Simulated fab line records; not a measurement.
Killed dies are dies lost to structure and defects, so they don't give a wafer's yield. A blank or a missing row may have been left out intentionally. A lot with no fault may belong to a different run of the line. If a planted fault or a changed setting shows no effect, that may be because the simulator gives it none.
fab line records | flow sky130 | part 2 of 2: steps 33 to 46 of 46
record: lots: 5 wafers: 15 last-day: 50
route steps=708 shown VT_ADJUST_LVTN@111 VT_ADJUST_NCORE@119 VT_ADJUST_HVTR@131 VT_ADJUST_PCH@143 SONOS_TUNNEL@154
lots that met no fault: from a run of the same line without faults
start-h: hours from the record's opening day to when the first of the lot's shown wafers began | wait-h: hours elapsed since this lot's preceding step | " same as the row above | L1.1+2: a single row standing in for several wafers | - value missing, or start not given | * or withheld: withheld | < > ~ a bound
route shown NAME@n: names a module that has steps shown in the file, with the first one's number in the route | usual: mean/standard deviation of fault-free wafers | same: alike in all rows | chamber/n: place in a boat | sites: readings site by site | _std_site: their standard deviation | _edge_site: inner sites' mean taken away from outer sites' mean | radius-mm: for every site, how far away it sits from the centre of the wafer | mask NAME#n: copy n | behind: the tool/chamber that last shaped the wafer | hold: the reason the lot was held/the length of the hold in hours/how it ended | device: which transistor (n, p or np) failed to switch | end of line: tests of these same wafers at the route's end | where a step has no rows: the recipe by itself | killed: dies that structure and defects cost at the first sort, which is not the same as the wafer's yield | map: dies across one wafer; x = killed, . = not, _ = none there
set.NAME: setting as actually run; set.NAME@STEP: the setting as run at that earlier step | model.NAME: the simulator's own value behind a step, which no gauge read
certain route steps with their lots: each step a table, each wafer a row
services: the hour from which a tool's chamber was out of use, counted from the record's first day as start-h (under 0 if before that day), plus the number of hours and why
== steps ==
step: SKY_VT_ADJUST_PCH_DEHYDRATE_00
recipe: temp-c: 200 time-s: 60
columns lot.wafer tool chamber start-h wait-h
L080.1+2+6 litho-track-01 0 262.78 11.4
L091.2+3+4 litho-track-04 0 364.81 13.1
L093.3+4+5 litho-track-04 0 373.04 13.5
L095.1+2+6 litho-track-01 0 379.68 14.5
L097.1+2+3 litho-track-04 0 396.49 13.3
step: SKY_VT_ADJUST_PCH_HMDS_01
recipe: prime-time-s: 60 prime-temp-c: 120
same: prime-time-s: 60
columns lot.wafer tool chamber start-h wait-h
L080.1+2+6 litho-track-01 0 262.93 0.1
L091.2+3+4 litho-track-04 0 364.96 0.1
L093.3+4+5 litho-track-04 0 373.19 0.1
L095.1+2+6 litho-track-01 0 379.83 0.1
L097.1+2+3 litho-track-04 0 396.64 0.1
step: SKY_VT_ADJUST_PCH_COAT_02
recipe: spin-rpm: 2000 resist-thk-nm: 3000
columns lot.wafer tool chamber start-h wait-h
L080.1+2+6 litho-track-01 0 263.08 0.1
L091.2+3+4 litho-track-04 0 365.11 0.1
L093.3+4+5 litho-track-04 0 373.34 0.1
L095.1+2+6 litho-track-01 0 379.98 0.1
L097.1+2+3 litho-track-04 0 396.79 0.1
step: SKY_VT_ADJUST_PCH_SOFTBAKE_03
recipe: temp-c: 110 time-s: withheld
columns lot.wafer tool chamber start-h wait-h
L080.1+2+6 litho-track-01 0 263.23 0.1
L091.2+3+4 litho-track-04 0 365.27 0.1
L093.3+4+5 litho-track-04 0 373.51 0.1
L095.1+2+6 litho-track-01 0 380.13 0.1
L097.1+2+3 litho-track-04 0 396.94 0.1
step: SKY_VT_ADJUST_PCH_EXPOSE_04
recipe: mask-id: NWM na: 0.6 source-shape: conventional sigma-outer: 0.6 polarization: unpolarized target-cd-nm: 840 dose-mj: 255
columns lot.wafer tool chamber start-h wait-h mask
L080.1+2+6 iline-stepper-01 0 - - NWM#0
L091.2+3+4 iline-stepper-01 0 - - NWM#0
L093.3+4+5 iline-stepper-02 0 - - NWM#0
L095.1+2+6 iline-stepper-01 0 - - NWM#0
L097.1+2+3 iline-stepper-02 0 - - NWM#0
step: SKY_VT_ADJUST_PCH_PEB_05
recipe: temp-c: 115 time-s: withheld
columns lot.wafer tool chamber start-h wait-h
L080.1+2+6 litho-track-03 0 - -
L091.2+3+4 litho-track-03 0 - -
L093.3+4+5 litho-track-01 0 - -
L095.1+2+6 litho-track-01 0 - -
L097.1+2+3 litho-track-04 0 - -
step: SKY_VT_ADJUST_PCH_DEVELOP_06
recipe: wall-angle-deg: 90 developer: TMAH develop-time-s: 60 dev-temp-c: 23
columns lot.wafer tool chamber start-h wait-h
L080.1+2+6 litho-track-03 0 - -
L091.2+3+4 litho-track-03 0 - -
L093.3+4+5 litho-track-01 0 - -
L095.1+2+6 litho-track-01 0 - -
L097.1+2+3 litho-track-04 0 - -
step: SKY_VT_ADJUST_PCH_OVL_MEAS_07
usual: VT_ADJUST_PCH_OVL: -0.1/1.6
columns lot.wafer tool chamber start-h wait-h VT_ADJUST_PCH_OVL[nm]
L080.1 overlay-01 - 275.47 - -0.5
L080.2 " - " " 0.0
L080.6 " - " " -0.6
L091.2 overlay-01 - 380.47 - 1.9
L091.3 " - " " 1.7
L091.4 " - " " 2.3
L093.3 overlay-01 - 388.20 - -0.7
L093.4 " - " " 0.5
L093.5 " - " " -0.9
L095.1 overlay-02 - 393.43 - 0.5
L095.2 " - " " -0.7
L095.6 " - " " -0.7
L097.1 overlay-01 - 413.39 - 2.2
L097.2 " - " " 0.9
L097.3 " - " " 2.0
step: SKY_VT_ADJUST_PCH_IMPLANT_08
recipe: species: B energy-kev: 10 dose-cm2: 5e+11 tilt-deg: withheld
usual: end-station-pressure-torr: 5.01e-06/2.7e-07
columns lot.wafer tool chamber start-h wait-h end-station-pressure-torr
L080.1 implanter-02 0 275.50 0.0 5.04e-06
L080.2 " 0 " " 4.93e-06
L080.6 " 0 " " 4.89e-06
L091.2 implanter-01 0 380.53 0.0 5.18e-06
L091.3 " 0 " " 4.91e-06
L091.4 " 0 " " 5.52e-06
L093.3 implanter-02 0 389.42 1.2 5.09e-06
L093.4 " 0 " " 5.32e-06
L093.5 " 0 " " 4.57e-06
L095.1 implanter-04 0 393.47 0.0 4.75e-06
L095.2 " 0 " " 4.68e-06
L095.6 " 0 " " 5.34e-06
L097.1 implanter-04 0 413.42 0.0 5.16e-06
L097.2 " 0 " " 4.83e-06
L097.3 " 0 " " 5.16e-06
step: SKY_VT_ADJUST_PCH_STRIP_09
recipe: chemistry: O2/N2 power-w: 1400 pressure-mtorr: 1500 platen-temp-c: withheld o2-flow-sccm: 3000 n2-flow-sccm: 300 overash-fraction: 0.5
usual: drypump-motor-current-A: 5.9/0.43 oes-product-au: 0.723/0.0047 strip-time-to-endpoint-s: 36.90/0.1
columns lot.wafer tool chamber start-h wait-h drypump-motor-current-A oes-product-au rf-hours-counter-h strip-time-to-endpoint-s
L080.1 plasma-asher-01 1 275.65 0.1 6.6 0.727 63 36.72
L080.2 " 0 " " 5.7 0.720 63 36.85
L080.6 " 0 " " 5.7 0.720 - 36.85
L091.2 plasma-asher-01 1 380.65 0.1 6.6 0.726 71 36.93
L091.3 " 0 " " 5.7 0.719 - 36.93
L091.4 " 1 " " 6.6 0.730 - 36.88
L093.3 plasma-asher-02 0 389.55 0.1 5.3 0.728 - 36.91
L093.4 " 1 " " 5.6 0.723 - 37.05
L093.5 " 0 " " 5.3 0.721 - 36.97
L095.1 plasma-asher-01 0 393.62 0.1 5.7 0.725 73 36.79
L095.2 " 1 " " 6.6 0.733 73 36.85
L095.6 " 1 " " 6.5 0.725 - 36.87
L097.1 plasma-asher-04 0 413.57 0.1 5.7 0.723 60 36.78
L097.2 " 1 " " 6.1 0.721 60 36.89
L097.3 " 1 " " 6.1 0.721 - 37.00
step: SKY_VT_ADJUST_PCH_TW_MEAS_10
usual: VT_ADJUST_PCH_TW: 142.8/0.65
columns lot.wafer tool chamber start-h wait-h VT_ADJUST_PCH_TW
L080.1 film-metro-03 - 275.75 0.1 142.5
L080.2 " - " " 142.1
L080.6 " - " " 143.2
L091.2 film-metro-01 - 380.76 0.1 142.8
L091.3 " - " " 143.2
L091.4 " - " " 142.9
L093.3 film-metro-01 - 389.64 0.1 142.2
L093.4 " - " " 142.9
L093.5 " - " " 143.3
L095.1 film-metro-01 - 393.72 0.1 143.0
L095.2 " - " " 143.4
L095.6 " - " " 142.5
L097.1 film-metro-03 - 413.67 0.1 144.2
L097.2 " - " " 143.5
L097.3 " - " " 142.9
step: SKY_SONOS_TUNNEL_DEHYDRATE_00
recipe: temp-c: 200 time-s: 60
columns lot.wafer tool chamber start-h wait-h
L080.1+2+6 litho-track-03 0 287.57 11.8
L091.2+3+4 litho-track-02 0 393.36 12.6
L093.3+4+5 litho-track-02 0 404.03 14.4
L095.1+2+6 litho-track-02 0 408.33 14.6
L097.1+2+3 litho-track-03 0 427.12 13.4
step: SKY_SONOS_TUNNEL_HMDS_01
recipe: prime-time-s: 60 prime-temp-c: 120.5
same: prime-time-s: 60
columns lot.wafer tool chamber start-h wait-h
L080.1+2+6 litho-track-03 0 287.72 0.1
L091.2+3+4 litho-track-02 0 393.51 0.1
L093.3+4+5 litho-track-02 0 404.18 0.1
L095.1+2+6 litho-track-02 0 408.48 0.1
L097.1+2+3 litho-track-03 0 427.27 0.1
step: SKY_SONOS_TUNNEL_COAT_02
recipe: resist: NOVOLAK spin-rpm: 3000 resist-thk-nm: 1140
columns lot.wafer tool chamber start-h wait-h
L080.1+2+6 litho-track-03 0 287.87 0.1
L091.2+3+4 litho-track-02 0 393.66 0.1
L093.3+4+5 litho-track-02 0 404.33 0.1
L095.1+2+6 litho-track-02 0 408.63 0.1
L097.1+2+3 litho-track-03 0 427.42 0.1
== services ==
columns tool chamber start-h hours kind
implanter-04 - 182.92 1.8 repair
iline-stepper-02 - 192.00 8.9 pm
iline-stepper-02 - 200.89 1.7 pm
plasma-asher-01 - 221.07 2.8 pm
implanter-03 - 236.82 2.7 repair
implanter-01 - 237.92 2.5 repair
implanter-04 - 239.93 2.9 repair
implanter-04 - 242.80 3.0 pm
iline-stepper-01 - 260.68 1.7 pm
implanter-01 - 262.49 2.2 repair
implanter-03 - 268.53 4.8 pm
implanter-03 - 280.69 1.9 repair
implanter-04 - 290.65 8.6 repair
iline-stepper-01 - 308.25 5.6 repair
implanter-03 - 328.04 3.9 repair
implanter-03 - 348.72 3.0 repair
plasma-asher-01 - 355.25 16.6 repair
iline-stepper-01 - 366.33 7.7 repair
plasma-asher-01 - 366.61 1.0 repair
iline-stepper-02 - 374.04 4.4 pm
implanter-03 - 378.26 2.2 repair
implanter-04 - 386.37 5.1 repair
iline-stepper-02 - 411.31 1.7 pm
implanter-04 - 420.82 5.7 repair
